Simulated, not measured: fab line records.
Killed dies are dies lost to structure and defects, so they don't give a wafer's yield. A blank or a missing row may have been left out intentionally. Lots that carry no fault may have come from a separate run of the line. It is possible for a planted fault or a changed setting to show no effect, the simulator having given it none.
Chamber matching -- flow gf180mcu -- GF_V3_CMP_26 on cmp-01: 4 sister chambers
The step polishes, stops on SiO2, t overpolish 15 s, target thk 0 nm. 8 wafers are shown with their chamber, then 8 later ones without.

WAFERS PAIRED WITH THEIR CHAMBERS
wafer,chamber,motor_current_A (A),overpolish_run_s (s)
L274.6,0,10.6,14.991
L275.6,0,10.2,14.990
L277.3,3,11.9,14.989
L277.4,2,11.3,14.991
L276.1,2,11.0,15.003
L276.2,1,11.2,15.014
L276.4,3,11.8,15.018
L278.1,1,11.0,15.002

WAFERS WITHOUT THEIR CHAMBER
wafer,motor_current_A (A),overpolish_run_s (s)
L278.3,10.5,15.011
L278.5,10.8,15.007
L280.2,11.0,15.016
L280.3,11.2,14.990
L280.5,11.0,15.007
L289.2,12.2,15.008
L289.3,10.6,14.991
L289.6,11.5,14.975

WHICH CHAMBER EACH WENT THROUGH
wafer,from the rows above,in truth
L278.3,can't be placed: 0 or 1 or 2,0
L278.5,can't be placed: 1 or 2 or 0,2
L280.2,can't be placed: 1 or 2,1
L280.3,can't be placed: 2 or 1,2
L280.5,can't be placed: 1 or 2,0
L289.2,3,3
L289.3,can't be placed: 0 or 2 or 1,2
L289.6,can't be placed: 2 or 3 or 1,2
1 of 8 placed correctly. From these rows, 7 cannot be placed; in 6 the true chamber is one of the candidates. Number placed wrongly: 0.
How it was worked out, from the rows above alone: a wafer's distance from a chamber is the root of the sum, over the readings, of the square of ((its reading less the chamber's mean) divided by the reading's scatter). The wafer belongs to the nearest chamber; if the next one is less than 2 further off, it can't be placed. A chamber's mean is the mean of its shown wafers. The scatter: the root of (the sum of the squares of (reading less its chamber's mean) over the shown wafers, divided by (wafers less chambers)).
